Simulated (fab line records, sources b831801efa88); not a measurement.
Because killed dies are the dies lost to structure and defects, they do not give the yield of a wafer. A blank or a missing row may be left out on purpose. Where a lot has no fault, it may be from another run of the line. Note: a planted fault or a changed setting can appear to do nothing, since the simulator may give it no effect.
Matching of chambers -- flow sky130 -- cmp-01 running SKY_VIA2_CMP_24: 4 sister chambers
The step polishes, stops on SiO2, t overpolish 20 s, target thk 0 nm. 4 wafers are shown with their chamber, then 10 later ones without.

== EACH WAFER AND ITS CHAMBER ==
wafer,chamber,motor-current-A (A)
L084.1,0,8.6
L084.3,1,9.9
L094.3,2,10.5
L094.5,3,11.3

== WAFERS WITHOUT THEIR CHAMBER ==
wafer,motor-current-A (A)
L094.6,10.7
L095.1,10.2
L095.4,11.2
L095.5,11.7
L096.2,11.6
L096.4,11.6
L096.5,10.2
L097.2,12.1
L097.5,8.6
L097.6,9.9

== WHICH CHAMBER EACH WENT THROUGH ==
wafer,from the rows above,in truth
L094.6,can't be placed: 2 or 3 or 1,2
L095.1,can't be placed: 1 or 2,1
L095.4,can't be placed: 3 or 2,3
L095.5,3,3
L096.2,3,3
L096.4,3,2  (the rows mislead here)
L096.5,can't be placed: 1 or 2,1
L097.2,3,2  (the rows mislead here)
L097.5,0,0
L097.6,can't be placed: 1 or 2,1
3 of 10 placed correctly. Can't be placed from these rows: 5 (the true chamber is among the candidates in 5). Number placed wrongly: 2.
How it was worked out, from the rows above alone: a wafer's distance from a chamber is the root of the sum, over the readings, of the square of ((its reading less the chamber's mean) divided by the reading's scatter). If the next closest chamber is less than 2 further off than the closest, the wafer can't be placed; otherwise it belongs to the closest. Each chamber's mean is taken over the wafers shown for it. The scatter (one wafer shown for each chamber): square how far every hidden wafer sits from the nearest shown wafer, average those squares and take the square root.
